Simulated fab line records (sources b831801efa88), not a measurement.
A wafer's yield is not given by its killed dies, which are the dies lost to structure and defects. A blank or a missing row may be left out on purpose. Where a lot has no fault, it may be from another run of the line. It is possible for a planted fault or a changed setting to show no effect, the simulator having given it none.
Matching of chambers | flow gf180mcu | 3 sister chambers for GF_V3_CVD_02 on pecvd-04
The step deposits SiO2 from TEOS, target thk 850 nm, time 94.851 s. 6 wafers are shown with their chamber, then 8 later ones without.

WAFERS, EACH WITH ITS CHAMBER
wafer  | chamber | heater power w (W) | susceptor temp C (C)
L084.4 | 0       | 874                | 399.64
L084.6 | 2       | 730                | 400.20
L085.1 | 2       | 590                | 399.67
L085.2 | 0       | 914                | 400.01
L085.6 | 1       | 684                | 400.10
L086.2 | 1       | 748                | 400.07

WAFERS WHOSE CHAMBER IS MISSING
wafer  | heater power w (W) | susceptor temp C (C)
L086.3 | 725                | 399.82
L086.5 | 847                | 400.05
L087.2 | 684                | 400.25
L087.4 | 719                | 399.93
L087.6 | 715                | 400.17
L095.1 | 878                | 400.09
L095.5 | 713                | 400.01
L095.6 | 647                | 399.65

WHICH CHAMBER EACH WENT THROUGH
wafer  | from the rows above          | in truth
L086.3 | can't be placed: 1 or 2 or 0 | 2
L086.5 | can't be placed: 0 or 1 or 2 | 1
L087.2 | can't be placed: 1 or 2      | 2
L087.4 | can't be placed: 1 or 2      | 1
L087.6 | can't be placed: 1 or 2      | 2
L095.1 | can't be placed: 0 or 1      | 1
L095.5 | can't be placed: 1 or 2      | 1
L095.6 | can't be placed: 2 or 1      | 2
0 of 8 placed correctly. From these rows, 8 cannot be placed; in 8 the true chamber is one of the candidates. Number placed wrongly: 0.
How it was worked out, from the rows above alone: a wafer's distance from a chamber is the root of the sum, over the readings, of the square of ((its reading less the chamber's mean) divided by the reading's scatter). If the next closest chamber is less than 2 further off than the closest, the wafer can't be placed; otherwise it belongs to the closest. Each chamber's mean is taken over the wafers shown for it. How the scatter is found: for the shown wafers, subtract from each reading the mean of its chamber, square and add these, divide the total by (wafers less chambers), then take the root.
